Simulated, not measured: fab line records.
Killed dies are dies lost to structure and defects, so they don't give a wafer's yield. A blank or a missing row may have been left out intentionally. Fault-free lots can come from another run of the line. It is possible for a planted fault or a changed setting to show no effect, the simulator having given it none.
fab line records ; flow gf180mcu
record: lots: 15; wafers: 45; lastDay: 34
route steps=602 shown MVPSD@88 VT_IMPLANT@118 DUAL_GATE@144
lots that met no fault: from a run of the same line without faults
startH: the number of hours between the record's first day and the start of the first shown wafer of the lot ; waitH: hours elapsed since this lot's preceding step ; " as in the row above ; L1.1+2: several wafers, shown together as one row ; - no value, or no start was given ; * or withheld: withheld ; < > ~ a bound
route shown NAME@n: names a module that has steps shown in the file, with the first one's number in the route ; usual: average and standard deviation across the fault-free wafers ; same: alike in all rows ; chamber/n: place in a boat ; sites: per-site readings ; _std_site: the standard deviation of these ; _edge_site: outer sites' mean less inner sites' ; radiusMm: for every site, how far away it sits from the centre of the wafer ; mask NAME#n: copy n ; behind: tool/chamber where the wafer was last shaped ; hold: why the lot went on hold/how many hours it stayed there/how the hold came to an end ; device: which transistor (n, p or np) failed to switch ; end of line: tests of these same wafers at the route's end ; for a step that has no rows: nothing shown but its recipe ; killed: count of dies lost to structure and defects at first sort (not the wafer's yield) ; map: dies across one wafer; x = killed, . = not, _ = none there
set.NAME: the run value of the setting; set.NAME@STEP: its run value at that earlier step ; model.NAME: the simulator's own value behind a step, which no gauge read
a sample of lots followed through the steps of the route, with each step as a table and each wafer as a row
services: from which hour (startH, from the record's first day; less than 0 if before it) a tool's chamber was out of use, for how many hours, and why
== steps ==
step: GF_MVPSD_STRIP_10
recipe: chemistry: O2/N2; powerW: 1400; pressureMtorr: 1500; platenTempC: 250; o2FlowSccm: 3000; n2FlowSccm: 300; overashFraction: 0.5
usual: drypumpMotorCurrentA: 5.6/0.36; heaterPowerW: 339/19; n2FlowSccm: 300.1/0.85; oesProductAu: 0.723/0.0041; stripTimeToEndpointS: 36.95/0.12
lot.wafer;tool;chamber;startH;waitH;drypumpMotorCurrentA;heaterPowerW;n2FlowSccm;oesProductAu;rfHoursCounterH;stripTimeToEndpointS
L381.2;plasmaAsher-01;1;97.36;0.1;5.9;335;299.5;0.727;45;36.63
L381.4;plasmaAsher-01;0;97.36;0.1;5.2;313;299.7;0.725;-;36.75
L381.6;plasmaAsher-01;1;97.36;0.1;5.9;330;300.1;0.724;-;36.71
L382.2;plasmaAsher-03;1;102.83;0.1;5.9;386;300.6;0.726;45;37.10
L382.4;plasmaAsher-03;0;102.83;0.1;5.5;320;301.8;0.731;-;37.12
L382.5;plasmaAsher-03;1;102.83;0.1;5.9;382;299.2;0.722;-;37.09
L384.1;plasmaAsher-02;0;117.46;0.1;5.9;355;300.8;0.719;46;36.80
L384.3;plasmaAsher-02;0;117.46;0.1;5.9;361;299.6;0.716;-;36.89
L384.5;plasmaAsher-02;0;117.46;0.1;5.9;355;298.5;0.717;-;36.99
L386.4;plasmaAsher-02;0;134.52;0.1;5.9;358;300.8;0.728;-;36.79
L386.5;plasmaAsher-02;1;134.52;0.1;5.1;347;302.0;0.719;-;36.79
L386.6;plasmaAsher-02;0;134.52;0.1;5.9;350;300.4;0.721;-;36.88
L387.3;plasmaAsher-01;1;135.05;0.1;5.9;338;299.4;0.724;-;36.87
L387.5;plasmaAsher-01;0;135.05;0.1;5.3;314;299.6;0.724;-;36.85
L387.6;plasmaAsher-01;1;135.05;0.1;5.9;331;299.8;0.723;-;36.83
L388.1;plasmaAsher-03;0;135.93;0.1;5.5;323;301.9;0.727;2;37.02
L388.2;plasmaAsher-03;1;135.93;0.1;5.9;382;298.6;0.725;2;37.02
L388.6;plasmaAsher-03;1;135.93;0.1;5.9;369;299.0;0.724;-;37.10
L391.1;plasmaAsher-02;1;153.26;0.1;5.1;349;299.9;0.724;50;36.91
L391.2;plasmaAsher-02;0;153.26;0.1;6.0;354;299.0;0.722;50;36.83
L391.5;plasmaAsher-02;0;153.26;0.1;5.9;341;299.2;0.725;-;36.86
L393.2;plasmaAsher-02;1;166.66;0.1;5.1;340;300.7;0.724;51;37.00
L393.3;plasmaAsher-02;0;166.66;0.1;6.0;356;299.8;0.719;-;37.01
L393.5;plasmaAsher-02;0;166.66;0.1;5.9;352;299.3;0.718;-;36.95
L394.2;plasmaAsher-01;1;178.96;0.1;5.9;324;298.6;0.724;52;36.92
L394.3;plasmaAsher-01;1;178.96;0.1;5.9;330;299.4;0.726;-;36.66
L394.5;plasmaAsher-01;1;178.96;0.1;5.9;324;298.4;0.718;-;36.86
L395.1;plasmaAsher-02;1;183.96;0.1;5.0;344;299.9;0.720;53;36.89
L395.3;plasmaAsher-02;0;183.96;0.1;5.9;352;300.3;0.720;-;36.90
L395.6;plasmaAsher-02;1;183.96;0.1;5.1;335;300.6;0.722;-;36.87
L396.1;plasmaAsher-01;1;195.44;0.1;5.9;336;299.7;0.724;54;36.84
L396.3;plasmaAsher-01;0;195.44;0.1;5.2;313;300.2;0.713;-;36.92
L396.6;plasmaAsher-01;0;195.44;0.1;5.2;313;300.7;0.732;-;36.82
L400.2;plasmaAsher-01;1;216.66;0.1;5.9;337;299.3;0.722;56;36.87
L400.3;plasmaAsher-01;0;216.66;0.1;5.3;318;300.0;0.718;-;36.91
L400.4;plasmaAsher-01;1;216.66;0.1;5.9;325;299.5;0.730;-;36.91
L402.1;plasmaAsher-01;0;229.48;0.1;5.3;321;298.9;0.730;57;36.96
L402.2;plasmaAsher-01;1;229.48;0.1;5.9;333;299.8;0.724;57;36.86
L402.3;plasmaAsher-01;1;229.48;0.1;5.9;333;300.3;0.731;-;36.82
L403.1;plasmaAsher-02;1;230.41;0.1;5.1;335;299.8;0.716;58;36.96
L403.2;plasmaAsher-02;0;230.41;0.1;5.9;361;299.7;0.721;58;36.92
L403.3;plasmaAsher-02;0;230.41;0.1;5.9;344;299.7;0.730;-;36.89
L404.1;plasmaAsher-02;1;236.43;0.1;5.1;345;300.8;0.715;58;37.01
L404.5;plasmaAsher-02;1;236.43;0.1;5.1;341;300.3;0.724;-;37.15
L404.6;plasmaAsher-02;0;236.43;0.1;5.9;348;301.7;0.722;-;37.05
step: GF_VT_IMPLANT_DEVELOP_28
recipe: developTimeS: 60; devTempC: 23
usual: chillPlateTempC: 22.99/0.1; developTimeS: 60/0; resistLineTempC: 23.01/0.099
lot.wafer;tool;chamber;startH;waitH;chillPlateTempC;developTimeS;resistLineTempC
L381.2;lithoTrack-01;0;136.98;0.1;23.14;60;23.15
L381.4;lithoTrack-01;0;136.98;0.1;23.10;60;23.00
L381.6;lithoTrack-01;0;136.98;0.1;23.06;60;23.02
L382.2;lithoTrack-02;0;147.60;0.1;22.97;60;22.96
L382.4;lithoTrack-02;0;147.60;0.1;23.04;60;22.96
L382.5;lithoTrack-02;0;147.60;0.1;23.03;60;22.92
L384.1;lithoTrack-02;0;161.38;0.1;22.85;60;22.83
L384.3;lithoTrack-02;0;161.38;0.1;22.95;60;22.90
L384.5;lithoTrack-02;0;161.38;0.1;22.67;60;22.84
L386.4;lithoTrack-02;0;181.80;0.1;22.94;60;23.01
L386.5;lithoTrack-02;0;181.80;0.1;23.15;60;22.97
L386.6;lithoTrack-02;0;181.80;0.1;23.03;60;23.00
L387.3;lithoTrack-03;0;182.32;0.1;22.98;60;22.92
L387.5;lithoTrack-03;0;182.32;0.1;22.92;60;22.95
L387.6;lithoTrack-03;0;182.32;0.1;22.97;60;22.96
L388.1;lithoTrack-03;0;182.57;0.1;23.16;60;22.98
L388.2;lithoTrack-03;0;182.57;0.1;23.05;60;23.00
L388.6;lithoTrack-03;0;182.57;0.1;22.97;60;23.19
L391.1;lithoTrack-03;0;202.87;0.1;23.00;60;22.85
L391.2;lithoTrack-03;0;202.87;0.1;22.79;60;22.96
L391.5;lithoTrack-03;0;202.87;0.1;23.04;60;22.77
L393.2;lithoTrack-03;-;217.49;0.1;-;-;-
L393.3;lithoTrack-03;-;217.49;0.1;-;-;-
L393.5;lithoTrack-03;-;217.49;0.1;-;-;-
L394.2;lithoTrack-02;-;230.25;0.1;-;-;-
L394.3;lithoTrack-02;-;230.25;0.1;-;-;-
L394.5;lithoTrack-02;-;230.25;0.1;-;-;-
L395.1;lithoTrack-01;-;237.65;0.1;-;-;-
L395.3;lithoTrack-01;-;237.65;0.1;-;-;-
L395.6;lithoTrack-01;-;237.65;0.1;-;-;-
L396.1;lithoTrack-01;0;249.65;0.1;23.16;60;23.16
L396.3;lithoTrack-01;0;249.65;0.1;23.12;60;23.07
L396.6;lithoTrack-01;0;249.65;0.1;23.01;60;23.25
L400.2;lithoTrack-03;0;271.59;0.1;22.98;60;23.16
L400.3;lithoTrack-03;0;271.59;0.1;23.08;60;23.11
L400.4;lithoTrack-03;0;271.59;0.1;22.97;60;22.94
L402.1;lithoTrack-02;0;286.82;0.1;22.89;60;23.03
L402.2;lithoTrack-02;0;286.82;0.1;22.94;60;23.03
L402.3;lithoTrack-02;0;286.82;0.1;23.12;60;23.01
L403.1;lithoTrack-02;0;287.77;0.1;23.08;60;22.89
L403.2;lithoTrack-02;0;287.77;0.1;22.92;60;23.11
L403.3;lithoTrack-02;0;287.77;0.1;23.08;60;22.98
L404.1;lithoTrack-01;0;293.30;0.1;22.98;60;23.04
L404.5;lithoTrack-01;0;293.30;0.1;22.92;60;22.83
L404.6;lithoTrack-01;0;293.30;0.1;23.03;60;22.86
step: GF_VT_IMPLANT_OVL_MEAS_29
usual: VT_IMPLANT_02_OVL: 0.2/1.5
lot.wafer;tool;chamber;startH;waitH;VT_IMPLANT_02_OVL[nm]
L381.2;overlay-02;-;137.11;0.1;-0.6
L381.4;overlay-02;-;137.11;0.1;2.0
L381.6;overlay-02;-;137.11;0.1;-0.3
L382.2;overlay-02;-;147.73;0.1;0.9
L382.4;overlay-02;-;147.73;0.1;2.1
L382.5;overlay-02;-;147.73;0.1;1.7
L384.1;overlay-01;-;161.53;0.1;0.3
L384.3;overlay-01;-;161.53;0.1;0.3
L384.5;overlay-01;-;161.53;0.1;-0.2
L386.4;overlay-01;-;181.89;0.1;-1.8
L386.5;overlay-01;-;181.89;0.1;0.2
L386.6;overlay-01;-;181.89;0.1;-0.2
L387.3;overlay-02;-;182.43;0.1;0.9
L387.5;overlay-02;-;182.43;0.1;0.1
L387.6;overlay-02;-;182.43;0.1;-0.5
L388.1;overlay-01;-;182.72;0.1;0.7
L388.2;overlay-01;-;182.72;0.1;-0.7
L388.6;overlay-01;-;182.72;0.1;-0.9
L391.1;overlay-01;-;203.02;0.1;-1.4
L391.2;overlay-01;-;203.02;0.1;0.2
L391.5;overlay-01;-;203.02;0.1;0.0
L393.2;overlay-02;-;217.62;0.1;-
L393.3;overlay-02;-;217.62;0.1;-
L393.5;overlay-02;-;217.62;0.1;-
L394.2;overlay-01;-;230.41;0.1;-
L394.3;overlay-01;-;230.41;0.1;-
L394.5;overlay-01;-;230.41;0.1;-
L395.1;overlay-01;-;237.80;0.1;-
L395.3;overlay-01;-;237.80;0.1;-
L395.6;overlay-01;-;237.80;0.1;-
L396.1;overlay-02;-;249.80;0.1;0.8
L396.3;overlay-02;-;249.80;0.1;1.1
L396.6;overlay-02;-;249.80;0.1;-0.6
L400.2;overlay-01;-;271.72;0.1;1.5
L400.3;overlay-01;-;271.72;0.1;0.6
L400.4;overlay-01;-;271.72;0.1;1.6
L402.1;overlay-01;-;286.97;0.1;2.4
L402.2;overlay-01;-;286.97;0.1;1.5
L402.3;overlay-01;-;286.97;0.1;1.5
L403.1;overlay-01;-;287.92;0.1;-1.3
L403.2;overlay-01;-;287.92;0.1;-1.8
L403.3;overlay-01;-;287.92;0.1;-1.3
L404.1;overlay-01;-;293.45;0.1;0.4
L404.5;overlay-01;-;293.45;0.1;1.6
L404.6;overlay-01;-;293.45;0.1;2.7
step: GF_DUAL_GATE_THK_MEAS_03
recipe: reads: SiO2_of_DUAL_GATE_OXIDATION_02
usual: DUAL_GATE_OXIDATION_00_THK: 10.94/0.27
lot.wafer;tool;chamber;startH;waitH;DUAL_GATE_OXIDATION_00_THK[nm]
L381.2;filmMetro-01;-;156.07;0.0;11.75
L381.4;filmMetro-01;-;156.07;0.0;11.71
L381.6;filmMetro-01;-;156.07;0.0;11.63
L382.2;filmMetro-04;-;165.62;0.0;11.10
L382.4;filmMetro-04;-;165.62;0.0;10.96
L382.5;filmMetro-04;-;165.62;0.0;11.05
L384.1;filmMetro-04;-;180.24;0.0;11.12
L384.3;filmMetro-04;-;180.24;0.0;11.35
L384.5;filmMetro-04;-;180.24;0.0;11.26
L387.3;filmMetro-04;-;202.90;0.0;10.53
L387.5;filmMetro-04;-;202.90;0.0;10.62
L387.6;filmMetro-04;-;202.90;0.0;10.50
L386.4;filmMetro-01;-;202.91;0.0;10.62
L386.5;filmMetro-01;-;202.91;0.0;10.58
L386.6;filmMetro-01;-;202.91;0.0;10.56
L388.1;filmMetro-01;-;202.94;0.1;10.99
L388.2;filmMetro-01;-;202.94;0.1;10.97
L388.6;filmMetro-01;-;202.94;0.1;11.06
L391.1;filmMetro-01;-;225.36;0.0;11.26
L391.2;filmMetro-01;-;225.36;0.0;11.25
L391.5;filmMetro-01;-;225.36;0.0;11.23
L396.1;filmMetro-01;-;271.79;0.0;11.19
L396.3;filmMetro-01;-;271.79;0.0;11.12
L396.6;filmMetro-01;-;271.79;0.0;11.03
L400.2;filmMetro-04;-;294.17;0.0;10.33
L400.3;filmMetro-04;-;294.17;0.0;10.35
L400.4;filmMetro-04;-;294.17;0.0;10.40
L402.1;filmMetro-04;-;309.65;0.0;10.70
L402.2;filmMetro-04;-;309.65;0.0;10.72
L402.3;filmMetro-04;-;309.65;0.0;10.77
L403.1;filmMetro-04;-;311.33;0.0;10.76
L403.2;filmMetro-04;-;311.33;0.0;11.04
L403.3;filmMetro-04;-;311.33;0.0;10.84
L404.1;filmMetro-03;-;320.36;0.0;11.04
L404.5;filmMetro-03;-;320.36;0.0;11.11
L404.6;filmMetro-03;-;320.36;0.0;10.96
== services ==
tool;chamber;startH;hours;kind
plasmaAsher-03;-;95.90;5.1;repair
plasmaAsher-01;-;101.53;3.5;repair
plasmaAsher-03;-;108.75;9.0;pm
plasmaAsher-03;0;108.75;9.0;ventCycle
plasmaAsher-03;1;108.75;9.0;ventCycle
plasmaAsher-01;-;110.18;9.5;repair
plasmaAsher-03;0;117.75;-;clean
plasmaAsher-03;1;117.75;-;clean
== key ==
firstSign: step: GF_VT_IMPLANT_DEVELOP_28; reading: toolRecord; direction: missing
effect none on later readings
metAt GF_VT_IMPLANT_DEVELOP_28
struckLots L393,L394,L395
laterRowsLeftOut L393.2,L393.3,L393.5,L394.2,L394.3,L394.5,L395.1,L395.3,L395.6
sortLeftOut L393.2,L393.3,L393.5,L394.2,L394.3,L394.5,L395.1,L395.3,L395.6
testerLeftOut L393,L394,L395
notActingAt GF_MVPSD_STRIP_10,GF_VT_IMPLANT_OVL_MEAS_29,GF_DUAL_GATE_THK_MEAS_03
onsetBetween 202.87 217.49
fault: kind: skippedStepWhole; tool: lithoTrack-01,lithoTrack-02,lithoTrack-03; chamber: -; onsetH: 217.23; steps: GF_VT_IMPLANT_DEVELOP_28; scope: struckLotsOnly
testerLeftOut: of these lots the tester's yield and bins aren't shown, on N5 and GAA mostly nor the transistor test; their killed dies are dies lost to structure and defects alone, not to doping, threshold or leakage, so they don't give the yield
sortLeftOut: the simulated sort isn't trusted on such a fault, so these wafers' sort isn't shown, and their yield isn't known
laterRowsLeftOut: the simulator's readings of these wafers behind a module that went badly wrong aren't trusted and aren't shown, but for the sort
